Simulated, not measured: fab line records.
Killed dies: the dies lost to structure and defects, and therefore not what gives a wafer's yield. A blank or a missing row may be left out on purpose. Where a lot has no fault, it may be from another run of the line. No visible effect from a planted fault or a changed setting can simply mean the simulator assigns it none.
The same fault as seen by 2 desks | flow gf180mcu | what lay behind the numbers comes last; until then each desk has only its own

FOR THE TOOL OWNER'S DESK: litho-track-01
At GF_M2_SOFTBAKE_10 (time 60 s), the tool's own readings, given per lot that ran on this tool as the mean of the sampled wafers with a number. If a lot's mean is further than 4 standard deviations from the usual mean, the lot is out of limits and carries the mark OUT (the distance appears in the brackets).
Columns: A = exhaust-pa at GF_M2_SOFTBAKE_10, usual 44.9 Pa; B = heater-power-total-W at GF_M2_SOFTBAKE_10, usual 93.05 W; C = plate-temp-C at GF_M2_SOFTBAKE_10, usual 130.00 C
lot  | first seen here | A    | B               | C
L716 | day 18 10:59    | 45.9 | 93.00           | 129.88
L718 | day 19 10:40    | 45.1 | 93.10           | 129.97
L723 | day 21 09:28    | 46.2 | 93.07           | 130.19
L726 | day 22 12:40    | 44.6 | 93.04           | 130.01
L727 | day 22 20:46    | 44.7 | 89.71 (-54) OUT | 126.32 (-25) OUT
L728 | day 23 05:32    | 45.9 | 89.72 (-54) OUT | 126.18 (-25) OUT
L739 | day 26 18:10    | 43.6 | 93.06           | 130.09
This desk's finding: out of limits on L727, L728; first on L727, day 22 20:46 (heater-power-total-W at GF_M2_SOFTBAKE_10). In limits: L716, L718, L723, L726, L739.

FROM THE METROLOGY DESK
What the gauges read, lot by lot, whatever tool the lot ran on: means of the sampled wafers that have a number. If a lot's mean is further than 4 standard deviations from the usual mean, the lot is out of limits and carries the mark OUT (the distance appears in the brackets).
Columns: A = M2_ALCU_RS at GF_M2_RS_MEAS_05, usual 0.0698 ohm/sq; B = cd-nm at GF_M2_CD_MEAS_14, usual 280.0 nm
lot  | first seen here | A      | B
L716 | day 17 23:13    | 0.0692 | 279.5
L718 | day 18 22:44    | 0.0699 | 278.1
L719 | day 19 08:40    | 0.0705 | 278.7
L722 | day 20 14:41    | 0.0702 | 281.8
L723 | day 20 21:17    | 0.0688 | 282.0
L726 | day 22 00:41    | 0.0705 | 279.1
L727 | day 22 09:23    | 0.0701 | 290.5 (+8.8) OUT
L728 | day 22 18:16    | 0.0689 | 289.4 (+7.8) OUT
L736 | day 25 10:26    | 0.0697 | 278.1
L737 | day 25 15:28    | 0.0690 | 281.7
L738 | day 25 20:29    | 0.0703 | 280.2
L739 | day 26 08:06    | 0.0693 | 280.7
This desk's finding: out of limits on L727, L728; first on L727, day 23 08:40 (cd-nm at GF_M2_CD_MEAS_14). In limits: L716, L718, L719, L722, L723, L726, L736, L737, L738, L739.

PUT TOGETHER
An alarm could have come from the tool owner's desk at day 22 20:46, on L727, L728.
L727, L728 would have let the metrology desk raise an alarm at day 23 08:40.
The lots listed all ran GF_M2_SOFTBAKE_10 on litho-track-01.

WHAT HAD BEEN PUT IN BY THE SIMULATOR
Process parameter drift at GF_M2_SOFTBAKE_10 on litho-track-01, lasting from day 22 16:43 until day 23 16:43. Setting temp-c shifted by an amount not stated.
Struck lots among those shown: L727, L728.
Delay (hours) between the fault's onset and each desk's first out-of-limits reading: 4 at the tool owner's desk, 16 at the metrology desk.
